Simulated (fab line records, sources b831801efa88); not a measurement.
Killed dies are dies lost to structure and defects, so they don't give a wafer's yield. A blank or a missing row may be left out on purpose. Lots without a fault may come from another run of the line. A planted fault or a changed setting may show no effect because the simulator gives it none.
A struck lot beside a sound one | flow sfq_line | 13 steps out of a route of 325
Sound: wafers L662.2, L662.4, L662.5. Struck: wafers L667.1, L667.5. The cause comes at the end.
At each step with rows: each side's tool, then ch and its chambers, then its first start. Under that, the readings that differ: sound wafers | struck wafers | difference of the means | sigmas: that difference in standard deviations of wafers without a fault.
alike: readings whose means differ by less than 2 such deviations, and words and numbers that are the same on both sides. not compared: withheld readings, readings that some wafer has no value for, bounds like >300 that may hide the same value, and numbers for which the record gives no deviation and whose values overlap.
The two part at a step that has a row with sigmas, a row that says differs or no value, or rows on one side only. Numbers that don't overlap but have no deviation are shown without sigmas and don't part them. A reading that every wafer of one side lacks parts them only if that side has two wafers or more.

first, 6 steps without rows for these wafers: SFQ_TRILAYER_M4_LITHO_COAT_098 (resist thk 62 nm); SFQ_TRILAYER_M4_LITHO_COAT_093 (resist thk 600 nm); SFQ_TRILAYER_M4_LITHO_SOFTBAKE_097; SFQ_TRILAYER_M4_LITHO_EXPOSE_094 (exposes mask M4, target cd 500 nm); SFQ_TRILAYER_M4_LITHO_PEB_096 (peb time 60 s); SFQ_TRILAYER_M4_LITHO_DEVELOP_095 (time 60 s).
SFQ_M4_OVL_MEAS_926:
  sound on overlay-01, day 45 10:38; struck on overlay-01, day 47 02:05
  alike: M4_OVL
SFQ_TRILAYER_M4_BARC_OPEN_METAL_ETCH_123: etches BARC in O2, target depth 125 nm, time 41.7 s.
  sound on rie_metal-03 ch 0,1, day 45 10:40; struck on rie_metal-04 ch 1, day 47 02:07
  alike: drypump_motor_current_A, he_backside_leak_sccm, oes_product_au
  not compared: rf_hours_counter_h
SFQ_TRILAYER_M4_ETCH_METAL_ETCH_096: etches Nb in Cl2/Ar, stops on SiO2, target depth 240 nm, time 120 s.
  sound on rie_metal-03 ch 0,1, day 45 10:44; struck on rie_metal-04 ch 1, day 47 02:11
  alike: drypump_motor_current_A, he_backside_leak_sccm, oes_product_au
  not compared: rf_hours_counter_h
SFQ_TRILAYER_M4_STRIP_STRIP_097: strips in O2.
  sound on rie_metal-03 ch 0,1, day 45 10:52; struck on rie_metal-04 ch 1, day 47 02:18
  alike: drypump_motor_current_A, he_backside_leak_sccm, oes_product_au
  not compared: rf_hours_counter_h
then, 1 step without rows for these wafers: SFQ_TRILAYER_M4_STRIP_SOLV_CLEAN_098 (cleans in NMP, time 600 s).
SFQ_TRILAYER_I4_DEP_PECVD_099: deposits SiO2 from SiH4/N2O, time 111.11 s, target thk 500 nm.
  sound on pecvd-01 ch 0,1, day 45 11:38; struck on pecvd-04 ch 0, day 47 03:05
  reading                                             | sound                | struck      | difference                    | sigmas
  run_length_s (s)                                    | 138.7 138.6 138.9    | 134.0 134.1 | -4.7                          | -11
  susceptor_temp_C (C)                                | 149.91 150.12 150.04 | - -         | no value on the struck wafers |
  model.SiO2_of_TRILAYER_I4_DEP_PECVD_099.thk_nm (nm) | 493.1 491.8 503.4    | 479.2 477.3 | -17.9                         |
  alike: heater_power_w, showerhead_vpp_V, throttle_valve_pct
SFQ_TRILAYER_I4_CMP_CMP_100: polishes SiO2.
  sound on cmp-02 ch 0,2, day 45 12:49; struck on cmp-01 ch 1,3, day 47 07:46
  alike: motor_current_A, slurry_filter_dp_kPa, time_to_endpoint_s

WHERE THEY PART
Only at SFQ_TRILAYER_I4_DEP_PECVD_099, within this record. Later steps at which nothing parts them and some readings are alike: SFQ_TRILAYER_I4_CMP_CMP_100.

WHY: what the simulator had put in
Process parameter drift: pecvd-04, from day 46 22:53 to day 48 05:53, at SFQ_TRILAYER_I4_DEP_PECVD_099. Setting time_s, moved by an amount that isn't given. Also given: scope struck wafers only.
